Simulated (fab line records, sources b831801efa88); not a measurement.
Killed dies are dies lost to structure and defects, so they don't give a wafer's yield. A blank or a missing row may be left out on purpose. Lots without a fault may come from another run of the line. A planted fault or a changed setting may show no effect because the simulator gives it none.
fab line records | flow sky130
record lots=6 wafers=18 last_day=49
route steps=708 shown LDD_HVN@274 LDD_HVP@278 LDD_LDN@289 PAD_OPEN@708
lots that met no fault: from a run of the same line without faults
start_h: hours from the record's first day to the start of the lot's first wafer shown | wait_h: hours since the lot's step before | " the same as in the row above | L1.1+2: a row that stands for several wafers | - no value, or no start given | * or withheld: withheld | < > ~ a bound
route shown NAME@n: a module of which the file shows steps, and the number in the route of the first | usual: mean/standard deviation of fault-free wafers | same: alike in all rows | chamber/n: place in a boat | sites: the reading at each site | _std_site: their standard deviation | _edge_site: outer sites' mean less inner sites' | radius_mm: how far each site lies from the wafer's centre | mask NAME#n: copy n | behind: the tool/chamber that last shaped the wafer | hold: why the lot was held/for how many hours/how that ended | device: the transistor (n, p or np) that didn't switch | end of line: the same wafers' tests at the end of the route | a step without rows: its recipe alone | killed: dies lost to structure and defects at the first sort, not the wafer's yield | map: a wafer's dies, x killed, . not, _ none there
set.NAME: the setting as run; set.NAME@STEP: as run at that earlier step | model.NAME: the simulator's own value behind a step, which no gauge read
lots at some steps of the route; a table a step, a row a wafer
services: from which hour (start_h, from the record's first day; less than 0 if before it) a tool's chamber was out of use, for how many hours, and why
## steps
# step SKY_LDD_HVN_OVL_MEAS_07
# usual LDD_HVN_OVL=0.0/1.3
# columns lot.wafer tool chamber start_h wait_h LDD_HVN_OVL[nm]
L101.3 overlay-01 - 458.00 0.1 0.1
L101.4 " - " " 2.1
L101.5 " - " " -0.4
L102.1 overlay-01 - 472.49 0.1 1.1
L102.5 " - " " 1.5
L102.6 " - " " 1.1
L112.1 overlay-02 - 565.98 0.1 -1.7
L112.5 " - " " -2.3
L112.6 " - " " -1.6
L116.1 overlay-01 - 589.38 0.1 -0.3
L116.3 " - " " 0.5
L116.4 " - " " -1.7
L118.2 overlay-02 - 610.22 0.1 -1.3
L118.3 " - " " -1.0
L118.6 " - " " -0.7
L121.1 overlay-02 - 636.19 0.1 1.2
L121.2 " - " " 1.5
L121.4 " - " " 1.8
# step SKY_LDD_HVN_IMPLANT_08
# recipe species=P energy_kev=60 dose_cm2=3e+13 tilt_deg=40
# step SKY_LDD_HVN_STRIP_09
# recipe chemistry=O2/N2 power_w=1400 pressure_mtorr=1500 platen_temp_c=withheld o2_flow_sccm=3000 n2_flow_sccm=300 overash_fraction=0.5
# usual drypump_motor_current_A=6.1/0.64 n2_flow_sccm=300.0/0.84 oes_product_au=0.408/0.0049 strip_time_to_endpoint_s=4.140/0.013
# columns lot.wafer tool chamber start_h wait_h drypump_motor_current_A n2_flow_sccm oes_product_au rf_hours_counter_h strip_time_to_endpoint_s
L101.3 plasma_asher-03 1 458.21 0.1 6.7 300.5 0.405 - 4.136
L101.4 " 0 " " 6.5 300.5 0.400 - 4.137
L101.5 " 1 " " 6.7 300.4 0.414 - 4.134
L102.1 plasma_asher-04 1 472.68 0.1 4.7 299.4 0.405 35 4.121
L102.5 " 1 " " 4.7 299.8 0.409 - 4.127
L102.6 " 0 " " 6.3 299.7 0.412 - 4.142
L112.1 plasma_asher-01 1 566.17 0.1 6.6 299.2 0.411 14 4.145
L112.5 " 0 " " 5.9 300.9 0.410 - 4.159
L112.6 " 1 " " 6.7 299.6 0.410 - 4.137
L116.1 plasma_asher-04 0 589.57 0.1 6.3 301.0 0.412 45 4.147
L116.3 " 1 " " 4.7 299.2 0.407 - 4.123
L116.4 " 0 " " 6.3 300.6 0.405 - 4.122
L118.2 plasma_asher-01 1 610.40 0.1 6.6 300.3 0.406 19 4.144
L118.3 " 0 " " 5.9 300.1 0.393 - 4.154
L118.6 " 0 " " 5.9 300.0 0.406 - 4.140
L121.1 plasma_asher-03 1 636.38 0.1 6.7 299.8 0.406 94 4.135
L121.2 " 0 " " 6.5 299.9 0.410 94 4.152
L121.4 " 0 " " 6.5 298.5 0.414 - 4.147
# step SKY_LDD_HVN_TW_MEAS_10
# usual LDD_HVN_TW=1439/13
# columns lot.wafer tool chamber start_h wait_h LDD_HVN_TW
L101.3 film_metro-01 - 458.30 0.1 1465
L101.4 " - " " 1463
L101.5 " - " " 1470
L102.1 film_metro-04 - 472.78 0.1 1438
L102.5 " - " " 1441
L102.6 " - " " 1431
L112.1 film_metro-04 - 566.27 0.1 1431
L112.5 " - " " 1434
L112.6 " - " " 1440
L116.1 film_metro-03 - 589.67 0.1 1419
L116.3 " - " " 1430
L116.4 " - " " 1425
L118.2 film_metro-04 - 610.51 0.1 1443
L118.3 " - " " 1446
L118.6 " - " " 1440
L121.1 film_metro-01 - 636.48 0.1 1452
L121.2 " - " " 1449
L121.4 " - " " 1449
# step SKY_LDD_HVP_DEHYDRATE_00
# recipe temp_c=200 time_s=60
# step SKY_LDD_HVP_HMDS_01
# recipe prime_time_s=60 prime_temp_c=120
# step SKY_LDD_HVP_COAT_02
# recipe resist=NOVOLAK spin_rpm=3000 resist_thk_nm=300
# step SKY_LDD_HVP_SOFTBAKE_03
# recipe temp_c=90 time_s=60 resist=NOVOLAK
# step SKY_LDD_HVP_EXPOSE_04
# recipe mask_id=HVPTM na=0.6 source_shape=conventional sigma_outer=0.6 polarization=unpolarized target_cd_nm=700 dose_mj=86
# step SKY_LDD_HVP_PEB_05
# recipe temp_c=withheld time_s=* resist=NOVOLAK
# step SKY_LDD_HVP_DEVELOP_06
# recipe resist=NOVOLAK developer=TMAH develop_time_s=60 dev_temp_c=23
# step SKY_LDD_HVP_OVL_MEAS_07
# usual LDD_HVP_OVL=0.1/1.2
# columns lot.wafer tool chamber start_h wait_h LDD_HVP_OVL[nm]
L101.3 overlay-02 - 489.07 0.1 0.4
L101.4 " - " " -0.2
L101.5 " - " " 0.8
L102.1 overlay-02 - 503.12 0.1 -1.4
L102.5 " - " " 0.2
L102.6 " - " " -0.6
L112.1 overlay-02 - 595.64 0.1 0.7
L112.5 " - " " 4.2
L112.6 " - " " 1.3
L116.1 overlay-01 - 619.49 0.1 2.4
L116.3 " - " " 0.0
L116.4 " - " " -0.5
L118.2 overlay-01 - 639.83 0.1 2.2
L118.3 " - " " 1.3
L118.6 " - " " 0.4
L121.1 overlay-02 - 665.51 0.1 0.6
L121.2 " - " " 1.7
L121.4 " - " " 0.4
# step SKY_LDD_HVP_IMPLANT_08
# recipe species=B energy_kev=20 dose_cm2=1.7e+13 tilt_deg=17.9
# usual beam_energy_keV=19.999/0.0057
# columns lot.wafer tool chamber start_h wait_h beam_energy_keV model.implant.rp_nm model.implant.drp_nm
L101.3 implanter-04 0 489.15 0.1 19.995 63.67 28.53
L101.4 " 0 " " 20.000 63.67 28.53
L101.5 " 0 " " 20.003 63.67 28.53
L102.1 implanter-03 0 503.16 0.0 19.990 61.27 28.53
L102.5 " 0 " " 19.997 61.27 28.53
L102.6 " 0 " " 19.996 61.27 28.53
L112.1 implanter-04 0 595.68 0.0 17.378 54.01 25.8
L112.5 " 0 " " 17.373 54.01 25.8
L112.6 " 0 " " 17.376 54.01 25.8
L116.1 implanter-04 0 619.53 0.0 17.363 55.95 25.8
L116.3 " 0 " " 17.374 55.95 25.8
L116.4 " 0 " " 17.376 55.95 25.8
L118.2 implanter-03 0 639.88 0.0 19.998 63.93 28.53
L118.3 " 0 " " 20.000 63.93 28.53
L118.6 " 0 " " 20.000 63.93 28.53
L121.1 implanter-03 0 665.55 0.0 19.994 63.58 28.53
L121.2 " 0 " " 19.995 63.58 28.53
L121.4 " 0 " " 20.000 63.58 28.53
# step SKY_LDD_HVP_STRIP_09
# recipe chemistry=O2/N2 power_w=1400 pressure_mtorr=1500 platen_temp_c=withheld o2_flow_sccm=3000 n2_flow_sccm=300 overash_fraction=0.5
# usual drypump_motor_current_A=5.8/0.72 n2_flow_sccm=300.0/0.92 oes_product_au=0.409/0.0049 strip_time_to_endpoint_s=4.137/0.015
# columns lot.wafer tool chamber start_h wait_h drypump_motor_current_A n2_flow_sccm oes_product_au rf_hours_counter_h strip_time_to_endpoint_s
L101.3 plasma_asher-02 0 489.28 0.1 4.8 299.9 0.402 - 4.136
L101.4 " 1 " " 5.1 300.5 0.404 - 4.137
L101.5 " 1 " " 5.1 300.9 0.406 - 4.157
L102.1 plasma_asher-01 0 503.31 0.1 5.9 299.8 0.402 8 4.136
L102.5 " 1 " " 6.7 299.0 0.405 - 4.133
L102.6 " 0 " " 5.9 298.7 0.415 - 4.118
L112.1 plasma_asher-01 0 595.83 0.1 5.9 301.3 0.405 17 4.153
L112.5 " 0 " " 5.9 301.0 0.409 - 4.149
L112.6 " 1 " " 6.6 298.8 0.414 - 4.141
L116.1 plasma_asher-01 1 619.68 0.1 6.7 300.5 0.403 20 4.133
L116.3 " 0 " " 5.9 300.5 0.407 - 4.131
L116.4 " 1 " " 6.6 299.8 0.408 - 4.152
L118.2 plasma_asher-01 1 640.01 0.1 6.7 299.4 0.409 22 4.160
L118.3 " 0 " " 5.9 299.4 0.402 - 4.160
L118.6 " 1 " " 6.7 299.1 0.400 - 4.142
L121.1 plasma_asher-01 0 665.70 0.1 5.9 300.2 0.414 24 4.142
L121.2 " 1 " " 6.7 300.3 0.415 24 4.144
L121.4 " 1 " " 6.7 297.9 0.407 - 4.160
# step SKY_LDD_HVP_TW_MEAS_10
# usual LDD_HVP_TW=457.2/2.9
# columns lot.wafer tool chamber start_h wait_h LDD_HVP_TW
L101.3 film_metro-01 - 489.37 0.1 459.9
L101.4 " - " " 459.7
L101.5 " - " " 460.7
L102.1 film_metro-04 - 503.41 0.1 457.0
L102.5 " - " " 458.4
L102.6 " - " " 456.0
L112.1 film_metro-02 - 595.93 0.1 442.2
L112.5 " - " " 443.2
L112.6 " - " " 441.2
L116.1 film_metro-04 - 619.78 0.1 444.8
L116.3 " - " " 445.5
L116.4 " - " " 444.6
L118.2 film_metro-04 - 640.12 0.1 458.0
L118.3 " - " " 458.5
L118.6 " - " " 458.0
L121.1 film_metro-04 - 665.80 0.1 454.0
L121.2 " - " " 453.8
L121.4 " - " " 454.9
# step SKY_LDD_LDN_DEHYDRATE_00
# recipe temp_c=200 time_s=60
# step SKY_PAD_OPEN_PROBE_99
# usual killed_at_M0_to_M3=42/7 killed_at_M4_up=2.8/1.8 killed_at_contacts=24/5.8 killed_at_front_end=15/4.8 killed_at_other=0.3/0.56 killed_dies=84/11 killed_open=46/7.8 killed_short=38/6.3
# same gross_dies=492 killed_at_back_side=0
# columns lot.wafer tool chamber start_h wait_h killed_at_M0_to_M3 killed_at_M4_up killed_at_contacts killed_at_front_end killed_at_other killed_dies killed_open killed_short model.etest.tip_p_5v.rs_ohm_sq
L101.3 prober-01 - 1074.45 0.2 51 3 21 17 0 92 53 39 2902
L101.4 prober-01 - 1074.50 0.2 33 0 18 13 1 65 36 29 2900
L101.5 prober-01 - 1074.55 0.2 35 1 30 9 0 75 35 40 2892
L102.1 prober-02 - 1084.14 0.1 41 1 27 14 0 83 44 39 2908
L102.5 prober-02 - 1084.34 0.2 32 4 11 17 1 65 26 39 2904
L102.6 prober-02 - 1084.39 0.2 29 2 20 12 1 64 36 28 2900
L112.1 prober-02 - 1145.54 0.1 49 1 24 21 1 96 52 44 2930
L112.5 prober-02 - 1145.74 0.2 50 2 26 16 1 95 50 44 2938
L112.6 prober-02 - 1145.79 0.2 47 2 24 16 0 89 54 35 2946
L116.1 prober-02 - 1158.73 0.1 35 2 19 13 0 69 38 31 2876
L116.3 prober-02 - 1158.83 0.2 38 2 22 15 0 77 43 34 2904
L116.4 prober-02 - 1158.88 0.2 37 4 25 16 0 82 38 44 2917
L118.2 prober-02 - 1170.99 0.1 46 0 25 26 0 97 59 38 2770
L118.3 prober-02 - 1171.04 0.2 47 5 25 16 0 93 53 40 2802
L118.6 prober-02 - 1171.19 0.2 34 3 13 18 0 68 37 31 2817
L121.1 prober-01 - 1187.21 0.1 44 4 16 4 0 68 34 34 2878
L121.2 prober-01 - 1187.26 0.1 30 1 16 17 0 64 27 37 2864
L121.4 prober-01 - 1187.36 0.2 43 2 27 15 0 87 53 34 2877
# killed by level:class
L101.3 VIA1:geometric_particle:open=14 VIA1:geometric_particle:short=8 METAL2:geometric_particle:short=8 VIA3:geometric_particle:open=7 LI_CONTACT:geometric_particle:open=6 FIELD_ISO:geometric_particle:short=5 LOCAL_INTERCONNECT:geometric_particle:short=5 CONTACT:geometric_particle:open=5
L101.4 VIA1:geometric_particle:open=9 VIA2:geometric_particle:open=6 FIELD_ISO:geometric_particle:short=5 LI_CONTACT:geometric_particle:open=5 CONTACT:geometric_particle:open=5 VIA1:geometric_particle:short=5 LOCAL_INTERCONNECT:geometric_particle:short=4 FIELD_ISO:geometric_particle:open=3
L101.5 LI_CONTACT:geometric_particle:open=9 METAL2:geometric_particle:short=9 CONTACT:geometric_particle:open=8 VIA1:geometric_particle:open=6 FIELD_ISO:geometric_particle:short=4 LI_CONTACT:geometric_particle:short=4 CONTACT:geometric_particle:short=4 VIA1:geometric_particle:short=4
L102.1 CONTACT:geometric_particle:open=11 METAL2:geometric_particle:short=10 VIA1:geometric_particle:open=8 LOCAL_INTERCONNECT:geometric_particle:short=6 VIA2:geometric_particle:open=6 LI_CONTACT:geometric_particle:open=4 CONTACT:geometric_particle:short=4 METAL3:geometric_particle:short=4
L102.5 METAL2:geometric_particle:short=6 VIA2:geometric_particle:open=6 FIELD_ISO:geometric_particle:short=5 METAL1:geometric_particle:short=4 FIELD_ISO:geometric_particle:open=3 POLY_GATE:geometric_particle:short=3 LI_CONTACT:geometric_particle:open=3 CONTACT:geometric_particle:open=3
L102.6 CONTACT:geometric_particle:open=6 VIA2:geometric_particle:open=6 VIA1:geometric_particle:open=6 CONTACT:geometric_particle:short=5 POLY_GATE:geometric_particle:open=3 LI_CONTACT:geometric_particle:open=3 VIA2:geometric_particle:short=3 LOCAL_INTERCONNECT:geometric_particle:short=3
L112.1 VIA1:geometric_particle:open=15 CONTACT:geometric_particle:open=12 VIA1:geometric_particle:short=7 VIA3:geometric_particle:open=6 FIELD_ISO:geometric_particle:open=5 POLY_GATE:geometric_particle:short=5 VIA2:geometric_particle:open=5 CONTACT:geometric_particle:short=5
L112.5 VIA1:geometric_particle:open=14 CONTACT:geometric_particle:open=10 VIA1:geometric_particle:short=9 LOCAL_INTERCONNECT:geometric_particle:short=8 VIA2:geometric_particle:open=7 LI_CONTACT:geometric_particle:open=5 METAL2:geometric_particle:short=5 VIA3:geometric_particle:open=5
L112.6 VIA1:geometric_particle:open=15 CONTACT:geometric_particle:open=9 FIELD_ISO:geometric_particle:open=7 LI_CONTACT:geometric_particle:open=7 VIA1:geometric_particle:short=7 CONTACT:geometric_particle:short=6 METAL1:geometric_particle:short=5 METAL3:geometric_particle:short=5
L116.1 VIA1:geometric_particle:open=10 CONTACT:geometric_particle:open=7 LI_CONTACT:geometric_particle:open=5 FIELD_ISO:geometric_particle:short=5 VIA1:geometric_particle:short=5 POLY_GATE:geometric_particle:short=4 VIA2:geometric_particle:open=4 VIA3:geometric_particle:open=4
L116.3 VIA1:geometric_particle:open=14 CONTACT:geometric_particle:open=10 LI_CONTACT:geometric_particle:open=5 METAL2:geometric_particle:short=5 VIA1:geometric_particle:short=4 VIA2:geometric_particle:open=4 FIELD_ISO:geometric_particle:open=3 FIELD_ISO:geometric_particle:short=3
L116.4 CONTACT:geometric_particle:short=9 VIA1:geometric_particle:open=7 VIA3:geometric_particle:open=7 LI_CONTACT:geometric_particle:open=6 CONTACT:geometric_particle:open=5 VIA1:geometric_particle:short=5 POLY_GATE:geometric_particle:short=4 LI_CONTACT:geometric_particle:short=4
L118.2 VIA1:geometric_particle:open=11 CONTACT:geometric_particle:open=10 POLY_GATE:geometric_particle:open=8 LI_CONTACT:geometric_particle:open=7 METAL2:geometric_particle:short=7 FIELD_ISO:geometric_particle:open=6 CONTACT:geometric_particle:short=6 VIA2:geometric_particle:open=6
L118.3 VIA2:geometric_particle:open=19 CONTACT:geometric_particle:open=8 CONTACT:geometric_particle:short=6 POLY_GATE:geometric_particle:open=5 VIA1:geometric_particle:open=5 METAL4:geometric_particle:short=5 LI_CONTACT:geometric_particle:open=4 METAL1:geometric_particle:short=4
L118.6 VIA3:geometric_particle:open=9 CONTACT:geometric_particle:open=8 FIELD_ISO:geometric_particle:short=5 METAL1:geometric_particle:short=5 VIA1:geometric_particle:open=5 VIA2:geometric_particle:open=4 METAL2:geometric_particle:short=4 SONOS_ONO:geometric_particle:short=3
L121.1 VIA1:geometric_particle:short=9 VIA1:geometric_particle:open=8 VIA2:geometric_particle:open=8 CONTACT:geometric_particle:open=5 LOCAL_INTERCONNECT:geometric_particle:short=4 METAL2:geometric_particle:short=4 LI_CONTACT:geometric_particle:open=3 CONTACT:geometric_particle:short=3
L121.2 METAL2:geometric_particle:short=7 POLY_GATE:geometric_particle:open=6 POLY_GATE:geometric_particle:short=5 VIA1:geometric_particle:open=5 VIA2:geometric_particle:open=5 LI_CONTACT:geometric_particle:short=4 CONTACT:geometric_particle:open=4 LI_CONTACT:geometric_particle:open=3
L121.4 CONTACT:geometric_particle:open=12 VIA1:geometric_particle:open=10 VIA2:geometric_particle:open=9 LI_CONTACT:geometric_particle:open=8 METAL1:geometric_particle:short=8 POLY_GATE:geometric_particle:short=7 VIA3:geometric_particle:open=4 POLY_GATE:geometric_particle:open=3
## services
# columns tool chamber start_h hours kind
plasma_asher-04 - 443.65 4.9 repair
implanter-03 - 456.24 1.9 repair
plasma_asher-04 - 479.68 7.1 repair
plasma_asher-02 - 517.88 1.7 repair
implanter-04 - 526.79 5.7 repair
implanter-04 - 555.70 3.1 pm
plasma_asher-04 - 565.34 2.8 pm
implanter-03 - 599.65 6.3 pm
## key
first_sign step=SKY_LDD_HVP_IMPLANT_08 reading=beam_energy_keV direction=down sigmas=99+ usual=* struck=*
effect step=SKY_LDD_HVP_TW_MEAS_10 reading=LDD_HVP_TW direction=down sigmas=4.7 usual=457.2 struck=443.6
model_effect step=SKY_LDD_HVP_IMPLANT_08 value=implant.rp_nm without=63.2 struck=54.98
model_effect step=SKY_PAD_OPEN_PROBE_99 value=etest.tip_p_5v.rs_ohm_sq without=2830 struck=2918
met_at SKY_LDD_HVP_IMPLANT_08
struck_wafers L112.1,L112.5,L112.6,L116.1,L116.3,L116.4
tester_left_out L112,L116
onset_between 489.15 595.68
fault kind=process_parameter_drift tool=implanter-04 chamber=- onset_h=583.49 steps=SKY_LDD_HVP_IMPLANT_08 channel=energy_kev offset=* shape=step end_h=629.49 acts_in=* stated=*
# tester_left_out: of these lots the tester's yield and bins aren't shown, on N5 and GAA mostly nor the transistor test; their killed dies are dies lost to structure and defects alone, not to doping, threshold or leakage, so they don't give the yield
